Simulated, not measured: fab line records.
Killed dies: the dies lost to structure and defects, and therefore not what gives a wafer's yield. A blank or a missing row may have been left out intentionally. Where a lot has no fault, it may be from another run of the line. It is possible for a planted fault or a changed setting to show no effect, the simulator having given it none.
Comparing a struck lot with a sound one -- flow gf180mcu -- 14 steps out of a route of 602
Sound: wafers L244.3, L244.4, L244.5. Wafers L250.1, L250.2, L250.5 were the ones struck. The cause comes at the end.
Each step with rows lists, per side, the tool, then ch with its chambers, then its first start. Under that, the readings that differ: sound wafers -- struck wafers -- difference of the means -- sigmas: that difference in standard deviations of wafers without a fault.
alike: words and numbers the same on both sides, and readings whose means are apart by under 2 such deviations; not compared: readings that were withheld, readings missing a value for some wafer, numbers with overlapping values and no deviation given by the record, and bounds like >300 which may hide the same value.
Wherever a step has rows on one side only, a row that says differs or no value, or a row with sigmas, the two part there. Numbers that have no deviation but don't overlap get no sigmas and don't part them. A reading missing from all wafers of one side parts the sides only when that side holds two or more wafers.

first, 3 steps without rows for these wafers: GF_HV_LDD_EXPOSE_16 (exposes mask Pplus LV AREA, target cd 400 nm); GF_HV_LDD_PEB_17; GF_HV_LDD_DEVELOP_18 (develop time 60 s).
GF_HV_LDD_CD_MEAS_19: the cd target is 400 nm.
  struck on cd sem-01, day 14 14:35; sound on cd sem-01, day 12 22:39
  alike: cd nm
GF_HV_LDD_OVL_MEAS_20:
  struck on overlay-02, day 14 14:42; sound on overlay-01, day 12 22:44
  alike: HV_LDD_01_OVL
following that, these wafers have no rows for 1 step: GF_HV_LDD_IMPLANT_21.
GF_HV_LDD_STRIP_22: strips in O2/N2.
  sound on plasma asher-04 ch 0,1, day 12 22:57; struck on plasma asher-02 ch 0,1, day 14 14:53
  alike: drypump motor current A, heater power w, oes product au, platen temp c, strip time to endpoint s
  not compared: rf hours counter h
GF_HV_LDD_TW_MEAS_23:
  struck on film metro-02, day 14 14:59; sound on film metro-02, day 12 23:02
  alike: HV_LDD_2_TW
then, 4 steps without rows for these wafers: GF_HV_LDD_DEHYDRATE_24 (time 60 s); GF_HV_LDD_HMDS_25 (prime time 60 s); GF_HV_LDD_COAT_26 (resist thk 1000 nm); GF_HV_LDD_SOFTBAKE_27 (time 60 s).
GF_HV_LDD_EXPOSE_28: exposes mask Nplus HV AREA, target cd 400 nm.
  sound on iline stepper-02 ch 0, day 13 08:57; struck on iline stepper-02, day 15 02:12
  no value came back on the struck wafers for exposure dose mJ cm2, focus offset nm (nm), na; on the sound wafers exposure dose mJ cm2 reads 140.05 139.97 139.97
reading,sound,struck,difference,sigmas
model.HV_LDD.overlay x nm (nm),0.7688 0.7688 0.7688,-0.1229 -0.1229 -0.1229,-0.8917,
  alike: mask
following that, these wafers have no rows for 1 step: GF_HV_LDD_PEB_29.

== WHERE THEY PART ==
Only at GF_HV_LDD_EXPOSE_28, as far as this record shows.

WHY: whatever the simulator had introduced
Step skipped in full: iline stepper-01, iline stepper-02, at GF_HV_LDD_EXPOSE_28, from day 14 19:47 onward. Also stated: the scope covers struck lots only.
